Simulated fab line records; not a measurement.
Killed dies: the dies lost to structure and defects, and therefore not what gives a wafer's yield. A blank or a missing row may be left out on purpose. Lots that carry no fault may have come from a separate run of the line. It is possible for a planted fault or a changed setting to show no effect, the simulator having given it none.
Which tool is to blame?	flow gf180mcu	15 lots with 42 wafers sampled at 5 steps, on a route of 602 steps

== WHAT THE GAUGES SHOWED, per wafer ==
GF_STI_CD_MEAS_12: target cd 220 nm.
lot	measured	on	cdNm (nm)
L327	day 2 12:28	cdSem-02	221.2 219.6 220.1
L329	day 2 22:02	cdSem-02	217.0 217.0 217.6
L330	day 3 06:44	cdSem-02	218.6 218.6 219.2
L331	day 3 07:55	cdSem-02	222.8 224.1 222.8
L332	day 3 13:44	cdSem-02	220.8 221.4 220.9
L333	day 3 20:07	cdSem-01	217.7 218.2 218.8
L334	day 3 23:31	cdSem-02	221.9 222.4 221.8
L335	day 4 05:16	cdSem-02	220.7 222.1 221.0
L336	day 4 10:44	cdSem-02	163.8 218.7
L338	day 4 20:02	cdSem-01	221.3 220.0 220.6
L341	day 5 11:38	cdSem-02	162.0 219.4
L343	day 5 22:04	cdSem-02	158.3 159.3
L345	day 6 08:25	cdSem-01	219.9 219.5 219.6
L347	day 6 18:13	cdSem-02	217.6 218.8 219.2
L348	day 7 00:22	cdSem-02	217.3 217.6 218.1

GF_VT_IMPLANT_OVL_MEAS_40.
lot	measured	on	VT_IMPLANT_03_OVL (nm)
L327	day 8 01:29	overlay-02	1.4 2.4 1.7
L329	day 8 10:59	overlay-02	2.0 2.3 4.8
L330	day 8 17:11	overlay-02	0.1 1.0 0.6
L331	day 8 20:30	overlay-01	0.5 1.1 1.0
L332	day 9 00:07	overlay-02	-0.7 1.0 1.6
L333	day 9 07:56	overlay-02	1.1 0.6 0.3
L334	day 9 14:32	overlay-02	-0.7 4.3 1.9
L335	day 9 17:58	overlay-02	1.6 1.2 0.9
L336	day 9 23:48	overlay-01	0.6
L338	day 10 15:10	overlay-01	0.8 0.8 1.1
L341	day 11 08:45	overlay-02	4.4
L345	day 12 11:23	overlay-01	2.2 1.9 2.5
L347	day 13 00:01	overlay-01	3.6 2.9 1.6
L348	day 13 07:44	overlay-02	2.9 1.5 1.9

GF_HV_LDD_CD_MEAS_31: target cd 400 nm.
lot	measured	on	cdNm (nm)
L327	day 11 16:04	cdSem-01	397.8 398.9 398.4
L329	day 12 09:40	cdSem-02	401.9 401.8 403.0
L330	day 12 17:12	cdSem-02	400.2 400.5 399.6
L331	day 12 23:08	cdSem-01	402.8 403.5 400.6
L332	day 13 08:14	cdSem-02	400.3 400.8 400.7
L333	day 13 19:02	cdSem-01	402.7 400.5 402.6
L334	day 14 08:04	cdSem-01	398.9 399.1 397.3
L335	day 14 08:14	cdSem-02	400.2 402.1 401.6
L336	day 14 13:18	cdSem-02	398.6
L338	day 15 16:17	cdSem-02	397.6 399.0 398.1
L341	day 16 11:46	cdSem-01	398.4
L345	day 17 15:16	cdSem-02	401.2 401.7 401.5
L347	day 18 04:34	cdSem-01	403.5 403.5 402.4
L348	day 18 20:10	cdSem-02	398.0 397.2 398.8

== EACH LOT AND THE TOOL THAT RAN IT (in order: tool; ch and the chambers of the sampled wafers; start) ==
lot	GF_STI_EXPOSE_09	GF_HV_LDD_STRIP_22
L327	krfScanner-02 ch 0, day 2 06:16	plasmaAsher-02 ch 0,1, day 10 21:50
L329	krfScanner-01 ch 0, day 2 15:41	plasmaAsher-02 ch 0,1, day 11 14:34
L330	krfScanner-02 ch 0, day 3 00:47	plasmaAsher-04 ch 0,1, day 11 22:37
L331	krfScanner-01 ch 0, day 3 02:12	plasmaAsher-04 ch 0,1, day 12 03:37
L332	krfScanner-02 ch 0, day 3 06:55	plasmaAsher-01 ch 0,1, day 12 12:38
L333	krfScanner-01 ch 0, day 3 13:35	plasmaAsher-04 ch 0,1, day 12 22:59
L334	krfScanner-01 ch 0, day 3 17:16	plasmaAsher-01 ch 0,1, day 13 11:43
L335	krfScanner-02 ch 0, day 3 22:44	plasmaAsher-02 ch 0, day 13 11:59
L336	krfScanner-01 ch 0, day 4 04:10	plasmaAsher-01 ch 1, day 13 16:59
L338	krfScanner-02 ch 0, day 4 13:20	plasmaAsher-01 ch 0,1, day 14 17:44
L341	krfScanner-01 ch 0, day 5 04:22	plasmaAsher-02 ch 1, day 15 13:21
L343	krfScanner-01 ch 0, day 5 15:15	-
L345	krfScanner-02 ch 0, day 6 01:19	plasmaAsher-02 ch 0,1, day 16 16:40
L347	krfScanner-02 ch 0, day 6 11:36	plasmaAsher-04 ch 0,1, day 17 05:22
L348	krfScanner-02 ch 0, day 6 16:55	plasmaAsher-01 ch 0,1, day 17 19:47
- GF_STI_EXPOSE_09: exposes mask COMP, target cd 220 nm.
- GF_HV_LDD_STRIP_22: strips in O2/N2.

== AS READ BY THE TOOLS THEMSELVES (means over the sampled wafers that have a number; for cases with no such wafer, the mark the record gives instead) ==
GF_HV_LDD_STRIP_22.
lot	tool	drypumpMotorCurrentA (A)	heaterPowerW (W)	oesProductAu (a.u.)	stripTimeToEndpointS (s)
L327	plasmaAsher-02	5.50	297	0.718	12.62
L329	plasmaAsher-02	5.82	305	0.717	12.59
L330	plasmaAsher-04	5.79	320	0.717	12.62
L331	plasmaAsher-04	5.75	321	0.718	12.63
L332	plasmaAsher-01	5.81	364	0.714	12.63
L333	plasmaAsher-04	5.77	325	0.719	12.62
L334	plasmaAsher-01	5.80	373	0.718	12.61
L335	plasmaAsher-02	6.14	317	0.717	12.67
L336	plasmaAsher-01	5.69	382	0.707	12.65
L338	plasmaAsher-01	5.85	370	0.714	12.62
L341	plasmaAsher-02	5.23	290	0.722	12.63
L345	plasmaAsher-02	5.51	295	0.718	12.65
L347	plasmaAsher-04	5.79	321	0.718	12.69
L348	plasmaAsher-01	5.72	373	0.715	12.67

== THE ANSWER, worked out from the rows above alone ==
Rule: usual is defined by the lots themselves. Put in order of their means at a reading, lots are off if they are a third of the lots or fewer, leave a main group of 4 or more, and stand apart from it by a gap of 3 or more times the standard deviation of the main group's means; of several such gaps the widest counts. If all means in a main group match to the digits the tables above print for the reading, that group is not used. Also off: a lot with no number at a reading for which 4 or more lots have one. Any other lot the step has rows for is counted as sound. Order of review: gauges by route order, followed by the tools' own readings, for which a lot's mean as printed above is used. The first step at which some lot is off is used, and at that step the reading that is off furthest; a lot without a number counts as furthest.
Off: L336, L341, L343 (GF_STI_CD_MEAS_12, cdNm). The main group: mean 219.9 nm, standard deviation 1.8.
A tool fits if, at a process step before that reading, it ran every lot that is off, and no sound lot after the first of them. Those tools and the gauges at GF_STI_CD_MEAS_12 are tried in the same way. One candidate fits, namely krfScanner-01 at GF_STI_EXPOSE_09. Its last sound lot is L334 (day 3 17:16), its first lot that is off L336 (day 4 04:10): a fault that began between those two fits.

== WHAT THE SIMULATOR HAD PUT IN ==
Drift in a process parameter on krfScanner-01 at GF_STI_EXPOSE_09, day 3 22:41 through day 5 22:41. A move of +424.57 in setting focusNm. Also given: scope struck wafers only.
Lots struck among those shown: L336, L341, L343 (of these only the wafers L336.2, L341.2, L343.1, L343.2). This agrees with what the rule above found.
